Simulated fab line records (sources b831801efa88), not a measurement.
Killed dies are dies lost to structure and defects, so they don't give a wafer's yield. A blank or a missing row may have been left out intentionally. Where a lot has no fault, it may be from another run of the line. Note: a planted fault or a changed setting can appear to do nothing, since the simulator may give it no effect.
A single fault, viewed from 2 desks -- flow gf180mcu -- what lay behind the numbers comes last; until then each desk has only its own

## AT THE TOOL OWNER'S DESK: implanter-03
The tool's own readings at GF_HV_LDD_IMPLANT_33, given as means over the sampled wafers that have a number, one for each lot that went through this tool. If a lot's mean is further than 4 standard deviations from the usual mean, the lot is out of limits and carries the mark OUT (the distance appears in the brackets).
Columns: A = beam-on-s at GF_HV_LDD_IMPLANT_33, usual 10.01 s; B = faraday-current-uA at GF_HV_LDD_IMPLANT_33, usual 42.3
lot,first seen here,A,B
L196,day 11 18:01,9.91,42.7
L197,day 12 06:20,9.99,42.3
L202,day 13 19:20,10.03,42.2
L203,day 13 23:18,10.06,42.1
L206,day 15 05:08,8.89 (-5.6) OUT,48.4 (+7.3) OUT
L207,day 15 10:41,9.37,45.8 (+4.3) OUT
L209,day 16 08:24,8.79 (-6.1) OUT,49.2 (+8.3) OUT
L215,day 18 19:45,10.02,42.2
L217,day 19 00:16,10.20,41.4
This desk finds L206, L207, L209 out of limits, L206 being first, at day 15 05:08 (beam-on-s at GF_HV_LDD_IMPLANT_33). In limits: L196, L197, L202, L203, L215, L217.

## THE METROLOGY DESK
Lot by lot, what the gauges showed, no matter which tool ran the lot: averages of those sampled wafers that carry a number. If a lot's mean is further than 4 standard deviations from the usual mean, the lot is out of limits and carries the mark OUT (the distance appears in the brackets).
Columns: A = LVPWELL_OVL at GF_LVPWELL_OVL_MEAS_07, usual 0.1 nm; B = HV_LDD_3_TW at GF_HV_LDD_TW_MEAS_38, usual 1427; C = HV_LDD_RS at GF_HV_LDD_RS_MEAS_53, usual 418.7 ohm/sq; D = SAB_CVD_00_THK at GF_SAB_THK_MEAS_01, usual 50.0 nm
lot,first seen here,A,B,C,D
L196,day 4 01:12,1.2,1419,418.7,50.2
L197,day 4 09:21,1.2,1433,419.4,49.8
L198,day 4 13:28,0.4,1427,418.3,50.2
L202,day 5 12:02,0.1,1423,418.8,50.7
L203,day 5 16:19,2.3,1429,419.3,50.3
L204,day 6 00:51,-1.6,1426,419.4,49.6
L206,day 6 12:28,3.0,1424,421.6,50.8
L207,day 6 16:03,-0.7,1418,419.3,49.8
L209,day 7 05:07,-0.8,1414,421.4,49.8
L215,day 8 15:45,0.8,1432,418.9,49.1
L216,day 8 19:04,-0.6,1429,417.9,50.4
L217,day 9 00:50,0.5,1427,416.8,50.1
L218,day 9 06:25,0.2,1430,420.8,50.1
Result from this desk: across the 13 lots, nothing is out of limits.

## PUT TOGETHER
The tool owner's desk could have raised an alarm at day 15 05:08, on L206, L207, L209.
The metrology desk saw nothing out of limits.
The metrology desk holds a record of L206, L207, L209, inside its limits.
GF_HV_LDD_IMPLANT_33 was run on implanter-03 by each of the lots named.

## WHAT THE SIMULATOR HAD INSERTED
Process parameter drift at GF_HV_LDD_IMPLANT_33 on implanter-03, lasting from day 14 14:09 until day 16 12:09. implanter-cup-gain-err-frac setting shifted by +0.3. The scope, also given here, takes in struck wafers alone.
Shown lots that were struck: L206, L207, L209.
How many hours passed from the start of the fault until each desk's first out-of-limits reading: the tool owner's desk, 15.
